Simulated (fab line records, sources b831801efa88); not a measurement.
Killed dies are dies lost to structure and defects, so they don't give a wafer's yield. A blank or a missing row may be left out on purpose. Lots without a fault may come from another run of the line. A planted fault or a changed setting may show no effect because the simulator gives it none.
One fault seen from 2 desks | flow gf180mcu | only its own numbers are on each desk; what lay behind them is given at the end

## FROM THE METROLOGY DESK
Means of the sampled wafers that have a number, per lot and without regard to the tool the lot ran on: this is what the gauges read. If a lot's mean is further than 4 standard deviations from the usual mean, the lot is out of limits and carries the mark OUT (the distance appears in the brackets).
Columns: A = V4_OVL at GF_V4_OVL_MEAS_15, usual -1 nm
lot  | first seen here | A
L504 | day 24 10:32    | -0
L505 | day 24 20:04    | 7
L506 | day 24 21:43    | -1
L507 | day 25 06:50    | -12
L508 | day 25 17:53    | 5
L510 | day 26 13:25    | 2
L512 | day 27 04:54    | -10
L513 | day 27 11:18    | 1
L514 | day 27 19:12    | 7
L515 | day 27 21:50    | -4
L517 | day 28 13:18    | -4
L521 | day 29 17:19    | 3
L527 | day 31 05:04    | -7
Result from this desk: across the 13 lots, nothing is out of limits.

## THE TOOL OWNER'S DESK: rie_diel-04
The tool's own readings at GF_V4_ETCH_16 (etches BARC in N2/H2): means of the sampled wafers that have a number, for each lot that ran on this tool. If a lot's mean is further than 4 standard deviations from the usual mean, the lot is out of limits and carries the mark OUT (the distance appears in the brackets).
Columns: A = drypump_motor_current_A at GF_V4_ETCH_16, usual 5.7 A; B = oes_product_au at GF_V4_ETCH_16, usual 0.855 a.u.; C = rf_fwd_power_W at GF_V4_ETCH_16, usual 495.4 W; D = throttle_valve_pct at GF_V4_ETCH_16, usual 13.225 %
lot  | first seen here | A   | B     | C               | D
L507 | day 25 06:52    | 5.7 | 0.851 | 495.7           | 13.217
L508 | day 25 17:55    | 5.7 | 0.857 | 495.5           | 13.231
L514 | day 27 19:14    | 6.2 | 0.851 | 494.0           | 13.224
L515 | day 27 21:52    | 6.2 | 0.858 | 495.3           | 13.229
L517 | day 28 13:20    | 6.0 | 0.857 | 467.5 (-17) OUT | 13.224
L521 | day 29 17:20    | 5.9 | 0.863 | 468.5 (-17) OUT | 13.224
Finding of this desk: L517, L521 out of limits; the first was L517 at day 28 13:20, on rf_fwd_power_W at GF_V4_ETCH_16. In limits: L507, L508, L514, L515.

## PUT TOGETHER
At day 28 13:20, on L517, L521, the tool owner's desk was in a position to raise an alarm.
From the metrology desk's view, nothing was out of limits.
The metrology desk has L517, L521 on record, within its limits.
All the named lots went through GF_V4_ETCH_16 on rie_diel-04.

## WHAT THE SIMULATOR HAD INSERTED
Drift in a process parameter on rie_diel-04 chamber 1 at GF_V4_ETCH_16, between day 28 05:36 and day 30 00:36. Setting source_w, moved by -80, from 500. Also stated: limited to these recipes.
Lots struck among those shown: L517, L521.
Time in hours from fault onset to the first out-of-limits reading at each desk: the tool owner's desk, 8.
